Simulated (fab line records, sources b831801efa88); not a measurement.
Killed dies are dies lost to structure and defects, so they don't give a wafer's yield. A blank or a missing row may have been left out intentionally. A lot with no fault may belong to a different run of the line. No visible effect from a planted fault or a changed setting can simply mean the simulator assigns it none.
Chamber matching    flow gf180mcu    GF_SAB_ETCH_11 on rieDiel-01: 4 sister chambers
The step etches SiO2 in C4F8/O2/Ar, target depth 55 nm, time 8.5 s. 4 wafers are shown with their chamber, then 9 later ones without.

== WAFERS PAIRED WITH THEIR CHAMBERS ==
wafer   chamber  rfFwdPowerW (W)
L082.1  3        1461
L085.5  0        1460
L086.2  2        1474
L086.6  1        1467

== WAFERS MISSING THEIR CHAMBER ==
wafer   rfFwdPowerW (W)
L091.1  1471
L091.3  1476
L091.6  1471
L092.1  1467
L092.4  1466
L092.5  1460
L093.2  1478
L093.3  1465
L093.4  1471

== THE CHAMBER EACH PASSED THROUGH ==
wafer    from the rows above            in truth
L091.1   can't be placed: 2 or 1        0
L091.3   2                              2
L091.6   can't be placed: 2 or 1        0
L092.1   1                              1
L092.4   can't be placed: 1 or 3        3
L092.5   can't be placed: 0 or 3        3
L093.2   2                              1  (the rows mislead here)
L093.3   can't be placed: 1 or 3 or 0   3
L093.4   can't be placed: 2 or 1        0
Placed correctly: 2 of 9. From these rows, 6 cannot be placed; in 3 the true chamber is one of the candidates. Placed wrongly: 1.
How it was worked out, from the rows above alone: a wafer's distance from a chamber is the root of the sum, over the readings, of the square of ((its reading less the chamber's mean) divided by the reading's scatter). If the next closest chamber is less than 2 further off than the closest, the wafer can't be placed; otherwise it belongs to the closest. The mean given for a chamber averages the wafers shown for that chamber. The scatter: with one shown wafer a chamber, the root of the mean of the squares of how far each hidden wafer lies from its nearest shown one.
